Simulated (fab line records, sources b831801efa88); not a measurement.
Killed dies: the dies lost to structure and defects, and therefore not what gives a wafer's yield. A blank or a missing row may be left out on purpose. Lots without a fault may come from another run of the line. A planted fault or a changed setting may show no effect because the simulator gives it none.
Matching of chambers :: flow gf180mcu :: GF_V3_ETCH_16 on rie_diel-03 has 4 sister chambers
The step etches BARC in N2/H2. 24 wafers are shown with their chamber, then 12 later ones without.

WAFERS, EACH WITH ITS CHAMBER
wafer: L080.3
chamber: 2
oes_product_au (a.u.): 0.862
throttle_valve_pct (%): 13.241

wafer: L080.4
chamber: 2
oes_product_au (a.u.): 0.847
throttle_valve_pct (%): 13.240

wafer: L080.5
chamber: 3
oes_product_au (a.u.): 0.844
throttle_valve_pct (%): 13.212

wafer: L081.1
chamber: 3
oes_product_au (a.u.): 0.861
throttle_valve_pct (%): 13.229

wafer: L081.4
chamber: 3
oes_product_au (a.u.): 0.847
throttle_valve_pct (%): 13.219

wafer: L081.6
chamber: 0
oes_product_au (a.u.): 0.857
throttle_valve_pct (%): 13.237

wafer: L082.1
chamber: 3
oes_product_au (a.u.): 0.861
throttle_valve_pct (%): 13.242

wafer: L082.4
chamber: 3
oes_product_au (a.u.): 0.854
throttle_valve_pct (%): 13.234

wafer: L082.6
chamber: 0
oes_product_au (a.u.): 0.858
throttle_valve_pct (%): 13.221

wafer: L085.2
chamber: 1
oes_product_au (a.u.): 0.854
throttle_valve_pct (%): 13.227

wafer: L085.3
chamber: 2
oes_product_au (a.u.): 0.854
throttle_valve_pct (%): 13.227

wafer: L085.6
chamber: 1
oes_product_au (a.u.): 0.855
throttle_valve_pct (%): 13.214

wafer: L086.2
chamber: 0
oes_product_au (a.u.): 0.858
throttle_valve_pct (%): 13.215

wafer: L086.4
chamber: 2
oes_product_au (a.u.): 0.853
throttle_valve_pct (%): 13.217

wafer: L086.5
chamber: 0
oes_product_au (a.u.): 0.853
throttle_valve_pct (%): 13.229

wafer: L087.1
chamber: 1
oes_product_au (a.u.): 0.854
throttle_valve_pct (%): 13.231

wafer: L087.3
chamber: 0
oes_product_au (a.u.): 0.857
throttle_valve_pct (%): 13.226

wafer: L087.4
chamber: 2
oes_product_au (a.u.): 0.853
throttle_valve_pct (%): 13.220

wafer: L089.2
chamber: 2
oes_product_au (a.u.): 0.856
throttle_valve_pct (%): 13.211

wafer: L089.4
chamber: 1
oes_product_au (a.u.): 0.853
throttle_valve_pct (%): 13.244

wafer: L089.5
chamber: 1
oes_product_au (a.u.): 0.853
throttle_valve_pct (%): 13.229

wafer: L091.1
chamber: 0
oes_product_au (a.u.): 0.862
throttle_valve_pct (%): 13.228

wafer: L091.2
chamber: 1
oes_product_au (a.u.): 0.853
throttle_valve_pct (%): 13.228

wafer: L091.3
chamber: 2
oes_product_au (a.u.): 0.855
throttle_valve_pct (%): 13.239

SIGNATURES (averages over the wafers above)
reading: oes_product_au
chamber 0: 0.85750
chamber 1: 0.85367
chamber 2: 0.85429
chamber 3: 0.85340
scatter within a chamber: 0.00452

reading: throttle_valve_pct
chamber 0: 13.22600
chamber 1: 13.22883
chamber 2: 13.22786
chamber 3: 13.22720
scatter within a chamber: 0.0105
Rule: a wafer lies at a distance from a chamber equal to the root of the sum of squares, over the readings, of (its reading less the chamber's mean, divided by the reading's scatter). If the next closest chamber is less than 2 further off than the closest, the wafer can't be placed; otherwise it belongs to the closest. How the scatter is found: for the shown wafers, subtract from each reading the mean of its chamber, square and add these, divide the total by (wafers less chambers), then take the root.

WAFERS MISSING THEIR CHAMBER
wafer: L092.1
oes_product_au (a.u.): 0.853
throttle_valve_pct (%): 13.227

wafer: L092.2
oes_product_au (a.u.): 0.860
throttle_valve_pct (%): 13.244

wafer: L092.3
oes_product_au (a.u.): 0.852
throttle_valve_pct (%): 13.240

wafer: L092.4
oes_product_au (a.u.): 0.854
throttle_valve_pct (%): 13.216

wafer: L092.5
oes_product_au (a.u.): 0.851
throttle_valve_pct (%): 13.239

wafer: L092.6
oes_product_au (a.u.): 0.855
throttle_valve_pct (%): 13.214

wafer: L093.1
oes_product_au (a.u.): 0.851
throttle_valve_pct (%): 13.227

wafer: L093.2
oes_product_au (a.u.): 0.848
throttle_valve_pct (%): 13.229

wafer: L093.5
oes_product_au (a.u.): 0.852
throttle_valve_pct (%): 13.236

wafer: L095.1
oes_product_au (a.u.): 0.857
throttle_valve_pct (%): 13.221

wafer: L095.5
oes_product_au (a.u.): 0.849
throttle_valve_pct (%): 13.232

wafer: L095.6
oes_product_au (a.u.): 0.854
throttle_valve_pct (%): 13.228

THE CHAMBER EACH PASSED THROUGH
wafer: L092.1
from the rows above: can't be placed: 3 or 1 or 2 or 0
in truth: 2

wafer: L092.2
from the rows above: can't be placed: 0 or 2 or 1 or 3
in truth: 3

wafer: L092.3
from the rows above: can't be placed: 1 or 3 or 2 or 0
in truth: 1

wafer: L092.4
from the rows above: can't be placed: 3 or 2 or 1 or 0
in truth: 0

wafer: L092.5
from the rows above: can't be placed: 1 or 3 or 2 or 0
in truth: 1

wafer: L092.6
from the rows above: can't be placed: 0 or 3 or 2 or 1
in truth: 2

wafer: L093.1
from the rows above: can't be placed: 3 or 1 or 2 or 0
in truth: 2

wafer: L093.2
from the rows above: can't be placed: 3 or 1 or 2 or 0
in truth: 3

wafer: L093.5
from the rows above: can't be placed: 1 or 3 or 2 or 0
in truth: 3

wafer: L095.1
from the rows above: can't be placed: 0 or 2 or 3 or 1
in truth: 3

wafer: L095.5
from the rows above: can't be placed: 3 or 1 or 2 or 0
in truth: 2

wafer: L095.6
from the rows above: can't be placed: 2 or 1 or 3 or 0
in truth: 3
Correctly placed: 0 of 12. These rows do not allow placing 12 (true chamber among the candidates in 12). Placed wrongly: 0.
